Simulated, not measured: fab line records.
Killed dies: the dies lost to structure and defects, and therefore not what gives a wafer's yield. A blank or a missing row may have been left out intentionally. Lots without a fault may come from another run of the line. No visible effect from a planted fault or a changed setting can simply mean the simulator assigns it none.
Which tool was responsible? ; flow sky130 ; 11 lots with 33 wafers sampled at 5 steps, on a route of 708 steps

## WHAT THE GAUGES SHOWED, per wafer
SKY_METAL1_OVL_MEAS_16.
lot;measured;on;METAL1_OVL (nm)
L363;day 33 08:36;overlay-01;2 -3 -1
L366;day 34 09:15;overlay-01;2 -1 -1
L365;day 34 13:37;overlay-01;1 7 0
L367;day 34 21:24;overlay-02;2 8 5
L369;day 35 12:05;overlay-01;2 6 9
L370;day 35 20:11;overlay-02;0 -2 2
L371;day 36 00:25;overlay-01;-1 -2 3
L373;day 37 01:03;overlay-02;0 1 -3
L377;day 37 15:20;overlay-02;1 -5 -3
L381;day 38 16:17;overlay-01;0 7 0
L385;day 40 09:17;overlay-02;-3 -10 -6

SKY_VIA1_RS_MEAS_22: measures by four-point-probe.
lot;measured;on;VIA1_W_RS (ohm/sq)
L363;day 34 14:44;filmMetro-02;0.427 0.430 0.426
L366;day 35 13:07;filmMetro-02;0.419 0.421 0.419
L365;day 35 19:05;filmMetro-03;0.431 0.421 0.419
L367;day 36 01:51;filmMetro-03;0.419 0.423 0.420
L369;day 36 16:34;filmMetro-02;0.434 0.422 0.430
L370;day 37 01:13;filmMetro-03;0.420 0.426 0.418
L371;day 37 05:02;filmMetro-04;0.423 0.429 0.419
L373;day 38 05:06;filmMetro-03;0.422 0.421 0.422
L377;day 38 19:01;filmMetro-03;0.415 0.427 0.420
L381;day 39 19:00;filmMetro-03;0.423 0.415 0.425
L385;day 41 11:44;filmMetro-03;0.424 0.432 0.424

## WHICH TOOL RAN EACH LOT (tool, then ch and the chambers of the sampled wafers, then the start)
lot;SKY_METAL1_DESCUM_17;SKY_VIA1_ETCH_14;SKY_VIA1_STRIP_16
L363;rieMetal-03 ch 1, day 33 08:38;rieDiel-04 ch 0,1,2, day 34 13:25;plasmaAsher-03 ch 0,1, day 34 13:30
L366;rieMetal-04 ch 0,1, day 34 09:17;rieDiel-01 ch 1,2,3, day 35 12:13;plasmaAsher-03 ch 0,1, day 35 12:20
L365;rieMetal-03 ch 0,1, day 34 13:38;rieDiel-03 ch 0,3, day 35 18:14;plasmaAsher-04 ch 0,1, day 35 18:19
L367;rieMetal-04 ch 0,1, day 34 21:26;rieDiel-01 ch 0,1, day 36 01:01;plasmaAsher-04 ch 0,1, day 36 01:06
L369;rieMetal-04 ch 0, day 35 12:07;rieDiel-01 ch 0,3, day 36 15:43;plasmaAsher-01 ch 0,1, day 36 15:49
L370;rieMetal-04 ch 0,1, day 35 20:13;rieDiel-01 ch 1,2, day 37 00:19;plasmaAsher-03 ch 0,1, day 37 00:26
L371;rieMetal-03 ch 0,1, day 36 00:28;rieDiel-03 ch 0,2,3, day 37 04:13;plasmaAsher-01 ch 0,1, day 37 04:18
L373;rieMetal-04 ch 0,1, day 37 01:05;rieDiel-03 ch 1,2, day 38 04:16;plasmaAsher-04 ch 0,1, day 38 04:21
L377;rieMetal-01 ch 1, day 37 15:23;rieDiel-01 ch 0,2,3, day 38 18:07;plasmaAsher-03 ch 0,1, day 38 18:13
L381;rieMetal-01 ch 0,1, day 38 16:19;rieDiel-03 ch 2,3, day 39 18:10;plasmaAsher-04 ch 0,1, day 39 18:15
L385;rieMetal-03 ch 1, day 40 09:19;rieDiel-03 ch 1,2, day 41 10:52;plasmaAsher-03 ch 0,1, day 41 10:58
- SKY_METAL1_DESCUM_17: chemistry O2, time 8 s.
- SKY_VIA1_ETCH_14: etches BARC in N2/H2, stops on SiO2, time 45.9 s, target depth 60 nm.
- SKY_VIA1_STRIP_16: strips in O2/N2.

## AS READ BY THE TOOLS THEMSELVES (means over the sampled wafers that have a number; for cases with no such wafer, the mark the record gives instead)
SKY_METAL1_DESCUM_17.
lot;tool;drypumpMotorCurrentA (A);oesProductAu (a.u.)
L363;rieMetal-03;5.7;1.003
L366;rieMetal-04;5.2;1.000
L365;rieMetal-03;5.5;0.995
L367;rieMetal-04;5.2;1.012
L369;rieMetal-04;5.0;0.997
L370;rieMetal-04;5.5;0.998
L371;rieMetal-03;5.3;0.995
L373;rieMetal-04;5.2;0.998
L377;rieMetal-01;5.1;0.984
L381;rieMetal-01;5.2;0.993
L385;rieMetal-03;5.7;1.006

SKY_VIA1_ETCH_14.
lot;tool;drypumpMotorCurrentA (A);oesProductAu (a.u.);rfFwdPowerW (W);throttleValvePct (%)
L363;rieDiel-04;5.2;0.851;494.0;13.234
L366;rieDiel-01;5.5;0.854;494.6;13.220
L365;rieDiel-03;6.3;0.858;497.2;13.227
L367;rieDiel-01;5.5;0.855;495.5;13.235
L369;rieDiel-01;5.6;0.857;497.4;13.224
L370;rieDiel-01;5.5;0.856;575.8;13.232
L371;rieDiel-03;5.9;0.856;495.8;13.229
L373;rieDiel-03;5.7;0.854;495.0;13.217
L377;rieDiel-01;6.0;0.857;574.2;13.226
L381;rieDiel-03;6.1;0.855;496.1;13.222
L385;rieDiel-03;5.9;0.857;496.7;13.229

SKY_VIA1_STRIP_16.
lot;tool;drypumpMotorCurrentA (A);oesProductAu (a.u.);stripTimeToEndpointS (s)
L363;plasmaAsher-03;5.9;0.416;4.442
L366;plasmaAsher-03;6.1;0.416;4.437
L365;plasmaAsher-04;5.7;0.417;4.473
L367;plasmaAsher-04;6.2;0.414;4.475
L369;plasmaAsher-01;5.6;0.417;4.455
L370;plasmaAsher-03;5.9;0.412;4.364
L371;plasmaAsher-01;5.9;0.413;4.481
L373;plasmaAsher-04;6.2;0.417;4.437
L377;plasmaAsher-03;5.9;0.408;4.378
L381;plasmaAsher-04;5.7;0.416;4.494
L385;plasmaAsher-03;6.1;0.420;4.474

## THE ANSWER, worked out from the rows above alone
Rule: usual is defined by the lots themselves. The widest of any qualifying gaps counts: lots, ordered by their means at a reading, are off when they make up no more than a third of the lots, leave a main group of 4 or more, and stand apart from it by 3 or more times the standard deviation of that group's means. Not used: any main group whose means are identical at the precision the tables above print for the reading. Also off: a lot with no number at a reading for which 4 or more lots have one. Any other lot the step has rows for is counted as sound. Order of review: gauges by route order, followed by the tools' own readings, for which a lot's mean as printed above is used. The first step at which some lot is off is used, and at that step the reading that is off furthest; a lot without a number counts as furthest.
Off, at SKY_VIA1_ETCH_14 on rfFwdPowerW: L370, L377. For the main group the mean is 495.8 W and the standard deviation 1.1.
A tool fits if, at that step or a process step before it, it ran every lot that is off, and no sound lot after the first of them. One fits: rieDiel-01 at SKY_VIA1_ETCH_14. A fault onset in the window from L369 (day 36 15:43, its last sound lot) to L370 (day 37 00:19, its first lot off) fits.
The tool's own readings at SKY_VIA1_ETCH_14 bear it out: on the lots that are off they differ by more than 5 times the standard deviation of the sound lots' means. rfFwdPowerW reads 575.0 W there against 495.8 W on the sound lots.

## WHAT THE SIMULATOR HAD PUT IN
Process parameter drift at SKY_VIA1_ETCH_14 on rieDiel-01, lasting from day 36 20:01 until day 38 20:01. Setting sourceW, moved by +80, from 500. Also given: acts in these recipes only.
Lots struck among those shown: L370, L377. The rule above found the same.
